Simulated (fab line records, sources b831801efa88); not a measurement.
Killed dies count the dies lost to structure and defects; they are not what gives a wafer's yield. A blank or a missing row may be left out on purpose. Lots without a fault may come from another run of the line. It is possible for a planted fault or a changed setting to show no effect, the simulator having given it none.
fab line records	flow sky130
record lots=6	wafers=18	last_day=50
route steps=708 shown GATE_OXIDE@201 POLY_GATE@204 RES_PROTECT@206 PAD_OPEN@708
lots that met no fault: from a run of the same line without faults
start_h: the number of hours between the record's first day and the start of the first shown wafer of the lot	wait_h: hours since the lot's step before	" the same as in the row above	L1.1+2: one row covering several wafers at once	- no value, or no start was given	* or withheld: withheld	< > ~ a bound
route shown NAME@n: names a module that has steps shown in the file, with the first one's number in the route	usual: mean/standard deviation taken from wafers without a fault	same: alike in all rows	chamber/n: place in a boat	sites: per-site readings	_std_site: how widely they spread, as a standard deviation	_edge_site: the outer-site mean with the inner-site mean subtracted	radius_mm: for every site, how far away it sits from the centre of the wafer	mask NAME#n: copy n	behind: the tool/chamber that last shaped the wafer	hold: why the lot was held/for how many hours/how that ended	device: the n, p or np transistor that did not switch	end of line: the same wafers' tests at the end of the route	a step given without rows: its recipe and nothing more	killed: the dies lost at the first sort to structure and to defects; this is not the yield of the wafer	map: a wafer's dies, x killed, . not, _ none there
set.NAME: the setting as run; set.NAME@STEP: as run at that earlier step	model.NAME: the simulator's own value behind a step, which no gauge read
lots at some steps of the route; a table a step, a row a wafer
services: from which hour (start_h, from the record's first day; less than 0 if before it) a tool's chamber was out of use, for how many hours, and why
## steps
# step SKY_GATE_OXIDE_TW_MEAS_14
# usual GATE_OXIDE_TW=222.8/2.4
lot.wafer	tool	chamber	start_h	wait_h	GATE_OXIDE_TW
L743.1	film_metro-04	-	359.01	0.1	222.1
L743.3	"	-	"	"	223.1
L743.4	"	-	"	"	223.0
L748.1	film_metro-03	-	398.16	0.1	227.4
L748.2	"	-	"	"	227.2
L748.3	"	-	"	"	226.7
L749.1	film_metro-03	-	398.65	0.1	227.1
L749.2	"	-	"	"	226.0
L749.5	"	-	"	"	226.1
L754.1	film_metro-03	-	453.35	0.1	227.3
L754.2	"	-	"	"	227.1
L754.5	"	-	"	"	227.8
L757.2	film_metro-02	-	474.80	0.1	219.4
L757.5	"	-	"	"	220.5
L757.6	"	-	"	"	220.5
L761.2	film_metro-02	-	497.27	0.1	222.4
L761.4	"	-	"	"	222.0
L761.5	"	-	"	"	221.3
# step SKY_GATE_OXIDE_CLEAN_15
# recipe chemistry=SC1/SC2	mix=1:4:20	temp_c=70	time_s=150	dry=n2_spin
# step SKY_GATE_OXIDE_OXIDATION_16
# recipe temp_c=800	ambient=O2	idle_temp_c=700	ramp_up_c_per_min=10	ramp_down_c_per_min=3	stabilise_s=600	purge_s=300	target_thk_a=35.7	ox_time_s=1915
# step SKY_POLY_GATE_CVD_00
# recipe material=poly-Si	target_thk_nm=180	temp_c=620	time_s=720	pressure_mtorr=200
# step SKY_POLY_GATE_THK_MEAS_01
# recipe reads=poly-Si_of_POLY_GATE_CVD_00
# usual POLY_GATE_CVD_00_THK=180.9/1.7
lot.wafer	tool	chamber	start_h	wait_h	POLY_GATE_CVD_00_THK[nm]
L743.1	film_metro-03	-	369.19	0.0	179.4
L743.3	"	-	"	"	178.8
L743.4	"	-	"	"	179.5
L748.1	film_metro-01	-	402.32	0.0	179.1
L748.2	"	-	"	"	180.4
L748.3	"	-	"	"	179.4
L749.1	film_metro-04	-	402.32	0.0	181.5
L749.2	"	-	"	"	181.5
L749.5	"	-	"	"	182.7
L754.1	film_metro-01	-	472.96	0.0	185.2
L754.2	"	-	"	"	184.3
L754.5	"	-	"	"	184.0
L757.2	film_metro-04	-	478.25	0.0	180.3
L757.5	"	-	"	"	178.5
L757.6	"	-	"	"	180.4
L761.2	film_metro-03	-	500.11	0.0	176.9
L761.4	"	-	"	"	177.6
L761.5	"	-	"	"	176.9
# step SKY_RES_PROTECT_DEHYDRATE_00
# recipe temp_c=200	time_s=60
# step SKY_RES_PROTECT_HMDS_01
# recipe prime_time_s=60	prime_temp_c=120
# step SKY_RES_PROTECT_COAT_02
# recipe resist=NOVOLAK	spin_rpm=3000	resist_thk_nm=1123
# step SKY_RES_PROTECT_SOFTBAKE_03
# recipe temp_c=90	time_s=60	resist=NOVOLAK
# step SKY_RES_PROTECT_EXPOSE_04
# recipe mask_id=RPM	na=0.6	source_shape=conventional	sigma_outer=0.6	polarization=unpolarized	target_cd_nm=1270	dose_mj=131
# step SKY_RES_PROTECT_PEB_05
# recipe temp_c=withheld	time_s=*	resist=NOVOLAK
# step SKY_RES_PROTECT_DEVELOP_06
# recipe resist=NOVOLAK	developer=TMAH	develop_time_s=60	dev_temp_c=23
# step SKY_POLY_GATE_IMPLANT_02
# recipe species=P	energy_kev=30	dose_cm2=7.7e+15	tilt_deg=0
# usual beam_on_s=36.1/2	dose_ions_cm2=7.702e+15/7.5e+12	end_station_pressure_torr=1.07e-05/6.6e-07
lot.wafer	tool	chamber	start_h	wait_h	beam_on_s	dose_ions_cm2	end_station_pressure_torr
L743.1	implanter-04	0	397.05	0.1	33.8	7.703e+15	1.14e-05
L743.3	"	0	"	"	33.6	7.706e+15	1.2e-05
L743.4	"	0	"	"	33.6	7.687e+15	1.05e-05
L748.1	implanter-02	0	431.85	0.1	16.6	3.294e+15	1.29e-05
L748.2	"	0	"	"	15.8	3.29e+15	1.38e-05
L748.3	"	0	"	"	16.0	3.282e+15	1.29e-05
L749.1	implanter-02	0	432.15	0.1	16.4	3.288e+15	1.3e-05
L749.2	"	0	"	"	16.2	3.294e+15	1.37e-05
L749.5	"	0	"	"	16.1	3.289e+15	1.32e-05
L754.1	implanter-01	0	503.80	0.1	35.7	7.698e+15	1.02e-05
L754.2	"	0	"	"	37.0	7.694e+15	1.08e-05
L754.5	"	0	"	"	37.5	7.705e+15	1.03e-05
L757.2	implanter-01	0	509.77	0.1	36.9	7.695e+15	9.2e-06
L757.5	"	0	"	"	37.5	7.7e+15	9.9e-06
L757.6	"	0	"	"	36.7	7.685e+15	1.07e-05
L761.2	implanter-02	0	530.27	0.1	37.3	7.707e+15	9.4e-06
L761.4	"	0	"	"	37.5	7.713e+15	1.02e-05
L761.5	"	0	"	"	37.6	7.712e+15	1e-05
# step SKY_RES_PROTECT_STRIP_07
# recipe chemistry=O2/N2	power_w=1400	pressure_mtorr=1500	platen_temp_c=withheld	o2_flow_sccm=3000	n2_flow_sccm=300	overash_fraction=0.5
# usual drypump_motor_current_A=5.79/0.28	n2_flow_sccm=299.9/0.87	oes_product_au=0.516/0.0046	strip_time_to_endpoint_s=23.11/0.05
lot.wafer	tool	chamber	start_h	wait_h	drypump_motor_current_A	n2_flow_sccm	oes_product_au	rf_hours_counter_h	strip_time_to_endpoint_s
L743.1	plasma_asher-02	0	397.20	0.1	5.77	298.8	0.509	68	23.15
L743.3	"	0	"	"	5.76	298.9	0.516	-	23.20
L743.4	"	1	"	"	6.10	300.1	0.506	-	23.16
L748.1	plasma_asher-01	0	432.00	0.1	6.14	299.9	0.557	64	19.74
L748.2	"	1	"	"	5.64	301.4	0.566	64	19.74
L748.3	"	1	"	"	5.64	300.6	0.565	-	19.76
L749.1	plasma_asher-03	1	432.30	0.1	5.45	298.5	0.570	28	19.81
L749.2	"	0	"	"	5.31	299.2	0.572	28	19.79
L749.5	"	1	"	"	5.43	299.0	0.575	-	19.77
L754.1	plasma_asher-02	1	503.95	0.1	6.08	300.6	0.518	79	23.12
L754.2	"	0	"	"	5.75	299.1	0.517	79	23.06
L754.5	"	1	"	"	6.06	300.6	0.519	-	23.05
L757.2	plasma_asher-02	0	509.90	0.1	5.74	299.5	0.517	80	23.10
L757.5	"	0	"	"	5.75	299.6	0.513	-	23.09
L757.6	"	1	"	"	6.15	299.5	0.517	-	23.10
L761.2	plasma_asher-02	1	530.40	0.1	6.05	299.7	0.507	82	23.13
L761.4	"	1	"	"	6.10	300.3	0.517	-	23.19
L761.5	"	0	"	"	5.75	300.3	0.522	-	23.15
# step SKY_RES_PROTECT_TW_MEAS_08
# usual POLY_GATE_TW=4002/23
lot.wafer	tool	chamber	start_h	wait_h	POLY_GATE_TW
L743.1	film_metro-01	-	397.30	0.1	4013
L743.3	"	-	"	"	3997
L743.4	"	-	"	"	4014
L748.1	film_metro-01	-	432.10	0.1	3744
L748.2	"	-	"	"	3735
L748.3	"	-	"	"	3725
L749.1	film_metro-02	-	432.40	0.1	3728
L749.2	"	-	"	"	3733
L749.5	"	-	"	"	3719
L754.1	film_metro-04	-	504.05	0.1	3976
L754.2	"	-	"	"	3990
L754.5	"	-	"	"	3998
L757.2	film_metro-01	-	510.01	0.1	4005
L757.5	"	-	"	"	4031
L757.6	"	-	"	"	4037
L761.2	film_metro-01	-	530.51	0.1	4033
L761.4	"	-	"	"	4002
L761.5	"	-	"	"	4012
# step SKY_RES_PROTECT_CLEAN_09
# recipe chemistry=SC1/SC2	mix=1:4:20	temp_c=70	time_s=150	dry=n2_spin
# step SKY_PAD_OPEN_PROBE_99
# usual killed_at_M0_to_M3=43/7.1	killed_at_M4_up=3.0/1.6	killed_at_contacts=24/5.3	killed_at_front_end=16/4.1	killed_at_other=0.5/0.82	killed_dies=86/9.4	killed_open=46/6.9	killed_short=39/6.5
# same gross_dies=492	killed_at_back_side=0
lot.wafer	tool	chamber	start_h	wait_h	killed_at_M0_to_M3	killed_at_M4_up	killed_at_contacts	killed_at_front_end	killed_at_other	killed_dies	killed_open	killed_short	model.etest.res_poly.line_ohm_um	model.etest.licon_poly.rc_ohm	model.etest.res_poly.rs_ohm_sq	model.etest.nfet_01v8.r_on_ohm_um	model.etest.nfet_01v8_turned.drive_ua_um	model.etest.nfet_01v8_lvt.drive_ua_um	model.etest.nfet_01v8_swapped.drive_ua_um	model.etest.nfet_01v8.drive_ua_um
L743.1	prober-01	-	1114.76	0.1	36	3	17	20	1	77	38	38	510.4	148.2	48.33	839.6	495.4	558.4	491.1	493.7
L743.3	prober-01	-	1114.86	0.2	42	4	15	10	1	72	34	36	531.9	152.8	48.04	825.9	493	563.5	492.5	494.9
L743.4	prober-01	-	1114.91	0.2	53	4	21	10	1	89	50	38	524	153.5	48.45	829.5	498.7	571.1	497.7	500.2
L748.1	prober-02	-	1138.96	0.1	50	3	24	15	0	92	54	38	1290	687.8	120.8	872.4	481.5	549	477.1	474.9
L748.2	prober-02	-	1139.01	0.1	43	2	25	17	0	87	42	45	1268	699.5	119.8	853.1	480.3	554.5	482	483
L748.3	prober-02	-	1139.06	0.2	40	1	19	11	1	72	38	34	1263	663.5	119.7	852.9	478.5	562.4	484	483.3
L749.1	prober-01	-	1139.18	0.1	46	4	28	15	0	93	48	44	1237	683	118	870.3	473.1	548.1	470.6	471.8
L749.2	prober-01	-	1139.23	0.1	31	5	24	16	0	76	44	32	1232	660.9	118.7	885.5	466.2	537.8	466	465.5
L749.5	prober-01	-	1139.38	0.2	38	4	18	10	1	71	41	29	1264	679.9	119.5	853.8	483.9	556.5	479	482
L754.1	prober-01	-	1180.72	0.1	42	3	26	22	1	94	56	35	513.9	152.2	47.12	817	509.8	586.7	510	506.8
L754.2	prober-01	-	1180.77	0.1	48	2	19	9	0	78	51	25	477.3	147.4	46.47	824.5	518.2	578.5	512.2	512.1
L754.5	prober-01	-	1180.92	0.2	43	0	26	14	0	83	47	35	495.4	152.1	47.06	810.2	522.9	595.3	525.6	521.4
L757.2	prober-01	-	1183.37	0.1	38	3	19	25	0	85	45	40	512.2	152.7	48.58	826.5	512.4	583.2	515.6	507.3
L757.5	prober-01	-	1183.52	0.2	31	2	24	18	0	75	43	32	515.5	158.9	49.62	808.5	523.5	604	526.3	521.3
L757.6	prober-01	-	1183.57	0.2	30	0	34	12	0	76	41	35	524.1	151.6	48.91	812.1	515.3	590.4	509.3	516.7
L761.2	prober-01	-	1196.19	0.1	45	3	16	20	0	84	43	40	512.5	152.4	47.66	844.1	486.9	562.3	490.6	488.3
L761.4	prober-01	-	1196.29	0.2	48	5	22	13	1	89	41	47	509.6	153.5	49.12	865.1	482.7	555.5	484.1	483.9
L761.5	prober-01	-	1196.34	0.2	44	7	27	10	1	89	55	33	516.7	152.7	47.43	836.4	492.8	569.6	495.8	498.9
# killed by level:class
L743.1 CONTACT:geometric_particle:open=11 VIA1:geometric_particle:open=7 POLY_GATE:geometric_particle:short=5 METAL1:geometric_particle:short=5 VIA3:geometric_particle:open=5 POLY_GATE:geometric_particle:open=4 FIELD_ISO:geometric_particle:short=3 METAL1:geometric_particle:open=3
L743.3 VIA1:geometric_particle:open=12 VIA3:geometric_particle:short=6 VIA3:geometric_particle:open=6 LI_CONTACT:geometric_particle:open=5 METAL2:geometric_particle:short=4 METAL4:geometric_particle:short=4 FIELD_ISO:geometric_particle:open=3 CONTACT:geometric_particle:short=3
L743.4 CONTACT:geometric_particle:open=11 VIA1:geometric_particle:open=10 VIA3:geometric_particle:open=9 METAL2:geometric_particle:short=9 VIA3:geometric_particle:short=8 LI_CONTACT:geometric_particle:open=7 METAL1:geometric_particle:short=5 VIA1:geometric_particle:short=5
L748.1 VIA1:geometric_particle:open=14 LI_CONTACT:geometric_particle:open=10 VIA3:geometric_particle:open=10 LOCAL_INTERCONNECT:geometric_particle:short=8 METAL2:geometric_particle:short=6 METAL1:geometric_particle:short=4 POLY_GATE:geometric_particle:open=4 VIA1:geometric_particle:short=4
L748.2 VIA1:geometric_particle:open=12 METAL1:geometric_particle:short=9 FIELD_ISO:geometric_particle:short=8 LI_CONTACT:geometric_particle:open=8 CONTACT:geometric_particle:open=8 VIA2:geometric_particle:short=7 METAL2:geometric_particle:short=6 FIELD_ISO:geometric_particle:open=4
L748.3 VIA3:geometric_particle:open=10 LI_CONTACT:geometric_particle:open=6 LOCAL_INTERCONNECT:geometric_particle:short=6 METAL2:geometric_particle:short=6 POLY_GATE:geometric_particle:open=4 VIA1:geometric_particle:short=4 METAL1:geometric_particle:short=4 VIA2:geometric_particle:open=4
L749.1 VIA1:geometric_particle:open=15 CONTACT:geometric_particle:short=7 METAL1:geometric_particle:short=7 FIELD_ISO:geometric_particle:open=6 LI_CONTACT:geometric_particle:short=6 CONTACT:geometric_particle:open=6 VIA2:geometric_particle:open=6 LI_CONTACT:geometric_particle:open=5
L749.2 LI_CONTACT:geometric_particle:open=7 CONTACT:geometric_particle:open=6 VIA1:geometric_particle:open=6 FIELD_ISO:geometric_particle:open=5 POLY_GATE:geometric_particle:open=5 LOCAL_INTERCONNECT:geometric_particle:short=5 VIA1:geometric_particle:short=5 VIA2:geometric_particle:open=5
L749.5 LI_CONTACT:geometric_particle:open=12 VIA1:geometric_particle:open=12 METAL1:geometric_particle:short=8 VIA2:geometric_particle:short=5 METAL3:geometric_particle:short=5 POLY_GATE:geometric_particle:open=4 CONTACT:geometric_particle:open=4 VIA2:geometric_particle:open=3
L754.1 CONTACT:geometric_particle:open=11 VIA3:geometric_particle:open=7 FIELD_ISO:geometric_particle:open=6 LI_CONTACT:geometric_particle:open=6 METAL2:geometric_particle:short=6 VIA2:geometric_particle:open=6 POLY_GATE:geometric_particle:open=5 VIA1:geometric_particle:open=5
L754.2 VIA3:geometric_particle:open=12 VIA1:geometric_particle:open=9 CONTACT:geometric_particle:open=8 VIA2:geometric_particle:open=8 LI_CONTACT:geometric_particle:open=6 METAL2:geometric_particle:short=5 VIA1:geometric_particle:short=4 POLY_GATE:geometric_particle:short=3
L754.5 VIA3:geometric_particle:open=11 VIA2:geometric_particle:open=9 LI_CONTACT:geometric_particle:short=8 CONTACT:geometric_particle:open=8 LI_CONTACT:geometric_particle:open=5 VIA1:geometric_particle:open=5 METAL2:geometric_particle:short=5 FIELD_ISO:geometric_particle:short=4
L757.2 VIA1:geometric_particle:open=10 POLY_GATE:geometric_particle:short=9 CONTACT:geometric_particle:open=8 VIA1:geometric_particle:short=7 FIELD_ISO:geometric_particle:short=6 VIA2:geometric_particle:open=6 VIA3:geometric_particle:open=6 POLY_GATE:geometric_particle:open=4
L757.5 VIA1:geometric_particle:open=11 CONTACT:geometric_particle:open=8 METAL1:geometric_particle:short=5 LI_CONTACT:geometric_particle:open=4 LI_CONTACT:geometric_particle:short=4 CONTACT:geometric_particle:short=4 FIELD_ISO:geometric_particle:open=3 FIELD_ISO:geometric_particle:short=3
L757.6 CONTACT:geometric_particle:open=13 LOCAL_INTERCONNECT:geometric_particle:short=8 VIA1:geometric_particle:open=7 POLY_GATE:geometric_particle:short=6 LI_CONTACT:geometric_particle:open=6 VIA3:geometric_particle:open=4 VIA1:geometric_particle:short=4 CONTACT:geometric_particle:short=3
L761.2 FIELD_ISO:geometric_particle:open=9 VIA1:geometric_particle:open=9 CONTACT:geometric_particle:open=7 METAL2:geometric_particle:short=7 FIELD_ISO:geometric_particle:short=6 VIA3:geometric_particle:short=6 VIA3:geometric_particle:open=5 CONTACT:geometric_particle:short=4
L761.4 VIA1:geometric_particle:short=11 LI_CONTACT:geometric_particle:open=9 VIA1:geometric_particle:open=7 METAL2:geometric_particle:short=7 VIA2:geometric_particle:open=7 VIA3:geometric_particle:open=7 CONTACT:geometric_particle:open=5 FIELD_ISO:geometric_particle:open=4
L761.5 VIA1:geometric_particle:open=14 LI_CONTACT:geometric_particle:open=10 CONTACT:geometric_particle:open=10 METAL1:geometric_particle:short=7 METAL4:geometric_particle:short=7 VIA2:geometric_particle:open=6 METAL2:geometric_particle:short=5 FIELD_ISO:geometric_particle:open=3
## services
tool	chamber	start_h	hours	kind
implanter-02	-	380.06	0.6	repair
implanter-02	-	380.63	3.7	repair
plasma_asher-03	-	384.89	34.7	repair
implanter-02	-	410.84	1.4	repair
implanter-01	-	415.23	29.7	pm
implanter-04	-	427.07	5.4	pm
plasma_asher-02	-	429.27	1.9	repair
implanter-04	-	432.50	3.7	repair
implanter-01	-	457.76	3.1	repair
implanter-01	-	466.95	2.4	repair
plasma_asher-03	-	503.19	2.9	repair
## key
first_sign step=SKY_POLY_GATE_IMPLANT_02	reading=dose_ions_cm2	direction=down	sigmas=99+	usual=*	struck=*
effect step=SKY_POLY_GATE_IMPLANT_02	reading=beam_on_s	direction=down	sigmas=9.9	usual=36.1	struck=16.2
effect step=SKY_RES_PROTECT_STRIP_07	reading=strip_time_to_endpoint_s	direction=down	sigmas=67	usual=*	struck=*
effect step=SKY_RES_PROTECT_TW_MEAS_08	reading=POLY_GATE_TW	direction=down	sigmas=12	usual=4002	struck=3731
model_effect step=SKY_PAD_OPEN_PROBE_99	value=etest.res_poly.line_ohm_um	without=504.2	struck=1259
met_at SKY_POLY_GATE_IMPLANT_02
struck_wafers L748.1,L748.2,L748.3,L749.1,L749.2,L749.5
tester_left_out L748,L749
fault kind=process_parameter_drift	tool=implanter-02	chamber=-	onset_h=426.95	steps=SKY_POLY_GATE_IMPLANT_02	channel=dose_cm2	offset=*	shape=step	end_h=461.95	acts_in=*	stated=*
# tester_left_out: of these lots the tester's yield and bins aren't shown, on N5 and GAA mostly nor the transistor test; their killed dies are dies lost to structure and defects alone, not to doping, threshold or leakage, so they don't give the yield
